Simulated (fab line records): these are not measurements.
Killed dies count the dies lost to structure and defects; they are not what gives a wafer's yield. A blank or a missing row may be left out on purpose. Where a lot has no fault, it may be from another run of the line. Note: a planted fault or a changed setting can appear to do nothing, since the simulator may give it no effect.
Code-filled problem report in 8D (eight disciplines) form    flow gf180mcu    the parts of the form that need people (team, actions taken, sign-off) are left out

1. THE ISSUE
Across 6 wafers from 2 lots, M4_ALCU_RS at GF_M4_RS_MEAS_05 averages 0.0611 ohm/sq, while fault-free wafers read 0.0697 ohm/sq with a standard deviation of 0.00079. Relative to the usual mean, that is a shift of -11 standard deviations.
The step: measures by four-point-probe.
Earliest sighting: wafer L585.3 on filmMetro-01 at day 25 22:13. At this step, 33 wafers from 11 lots have a number in the record. The rule behind "out" and "out of limits": a value lying over 4 standard deviations away from the usual mean. Any other wafer with a number is counted as sound.

2. WHAT IT IS, WHAT IT ISN'T
question                     is                      is not
which readings at this step  M4_ALCU_RS              -
which lots                   L585, L588              L575, L577, L581, L583, L587, L592, L595, L597, L598
which wafers of those lots   all that have a number  -
read on which gauges         filmMetro-01            filmMetro-02, filmMetro-04
when                         from day 25 22:13       up to then (12 sound wafers); but 15 sound wafers of L587, L592, L595, L597, L598 came after

3. WHAT RULES OUT EACH SUSPECT
Counting: a tool stays on the suspect list if, at a process step up to the reading, it processed all lots that are out and no sound lot following the first of them.
- the gauge at GF_M4_RS_MEAS_05: kept. All the wafers that are out were read on filmMetro-01, and no step on other tools shows them out.
- cmp-02 at GF_V3_CMP_04 (polishes SiO2): ruled out as a lasting fault. The sound lots L592, L597 went through it after L585, its earliest lot that is out (day 24 22:01).
- pvdSputter-04 at GF_M4_SPUTTER_02 (material AlCu, target thk 450 nm, time 23.9 s): kept. Every lot that is out went through it, starting with L585 (day 25 22:05), and after that it ran no sound lot; the last sound lot it ran before then is L583 (day 25 08:59).
The count leaves filmMetro-01 at GF_M4_RS_MEAS_05 and pvdSputter-04 at GF_M4_SPUTTER_02.

4. THE CAUSE (what the simulator had put in)
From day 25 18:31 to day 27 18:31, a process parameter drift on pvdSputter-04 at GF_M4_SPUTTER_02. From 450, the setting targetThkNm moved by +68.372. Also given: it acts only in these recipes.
Counting leaves 2 suspects; this tool is one of them.

5. THE EFFECT CHAIN, in route order
Each row: a reading where the mean over the struck wafers with a number is more than 3 standard deviations away from the usual. Scope: only readings with a usual standard deviation given in the record; hours: median across lots of the time from each lot's start at the first step in this table that gives one to its start at this step; sigmas: change in usual standard deviations.
hours  step               reading      usual          on struck wafers  change   sigmas
0      GF_M4_RS_MEAS_05   M4_ALCU_RS   0.0697 ohm/sq  0.0611            -0.0086  -11
3      GF_M4_THK_MEAS_06  M4_ALCU_THK  441 nm         505               +64      +12

6. HOW IT WOULD HAVE BEEN CAUGHT EARLIER
4 hours passed between the start of the fault at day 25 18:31 and the first reading out of limits at a measuring or inspecting step in this record, taken at day 25 22:13.
An alarm limit of 4 standard deviations would not have fired on the tool readings at GF_M4_SPUTTER_02 for which the record gives a usual standard deviation, since none of them was out on any struck wafer.
L588, from the lots that are out (2), started GF_M4_SPUTTER_02 on pvdSputter-04 later than day 25 22:13. Putting the tool on hold at that point would have spared it.
